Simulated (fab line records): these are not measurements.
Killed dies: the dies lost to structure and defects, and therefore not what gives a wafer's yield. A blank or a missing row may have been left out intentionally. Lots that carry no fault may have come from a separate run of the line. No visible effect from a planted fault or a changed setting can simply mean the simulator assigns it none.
The tool behind it: which one?    flow gf180mcu    at 1 step of a route of 602, 15 lots with 45 wafers sampled

## WHAT THE GAUGES SHOWED, per wafer
GF_M5_CD_MEAS_07: the cd target is 280 nm.
lot   measured      on        cdNm (nm)
L154  day 26 05:28  cdSem-01  276.9 278.5 279.1
L155  day 26 13:59  cdSem-01  279.6 280.9 281.1
L156  day 26 21:23  cdSem-01  278.3 278.7 278.7
L157  day 27 06:49  cdSem-02  278.3 279.7 278.8
L158  day 27 15:56  cdSem-02  279.5 279.7 279.9
L162  day 28 21:34  cdSem-01  280.1 279.7 280.5
L163  day 29 08:10  cdSem-01  279.8 280.3 280.5
L164  day 29 08:39  cdSem-01  279.9 280.2 279.9
L165  day 29 23:46  cdSem-01  280.1 280.4 280.3
L171  day 31 11:13  cdSem-02  280.4 281.2 280.6
L172  day 31 19:03  cdSem-01  280.5 279.8 281.3
L173  day 31 22:45  cdSem-02  280.9 279.6 280.5
L174  day 32 05:41  cdSem-02  281.7 280.2 281.3
L175  day 32 09:46  cdSem-01  279.8 280.5 281.0
L176  day 32 14:41  cdSem-02  279.3 280.4 280.4

## WHAT TOOL EACH LOT RAN ON (gives the tool, then ch and the chambers of the sampled wafers, and finally the start)
There is no process step in the record ahead of these readings.

## AS READ BY THE TOOLS THEMSELVES (means over the sampled wafers that have a number; for cases with no such wafer, the mark the record gives instead)
The record holds no such reading with a usual standard deviation.

## THE ANSWER, worked out from the rows above alone
Rule: what is usual is taken from the lots themselves. The widest of any qualifying gaps counts: lots, ordered by their means at a reading, are off when they make up no more than a third of the lots, leave a main group of 4 or more, and stand apart from it by 3 or more times the standard deviation of that group's means. A main group whose means are all the same, to the digits that the tables above print for the reading, isn't used. Also off: a lot with no number at a reading for which 4 or more lots have one. Where the step has rows for the other lots, those lots are counted as sound. After the gauges, taken in route order, come the tools' own readings; for these a lot's mean is taken, as printed above. At the first step where some lot is off, the reading lying furthest off is the one used; lots without a number count as furthest.
No lot is off at any reading shown: from this, nothing can be told.

## WHAT THE SIMULATOR PUT IN
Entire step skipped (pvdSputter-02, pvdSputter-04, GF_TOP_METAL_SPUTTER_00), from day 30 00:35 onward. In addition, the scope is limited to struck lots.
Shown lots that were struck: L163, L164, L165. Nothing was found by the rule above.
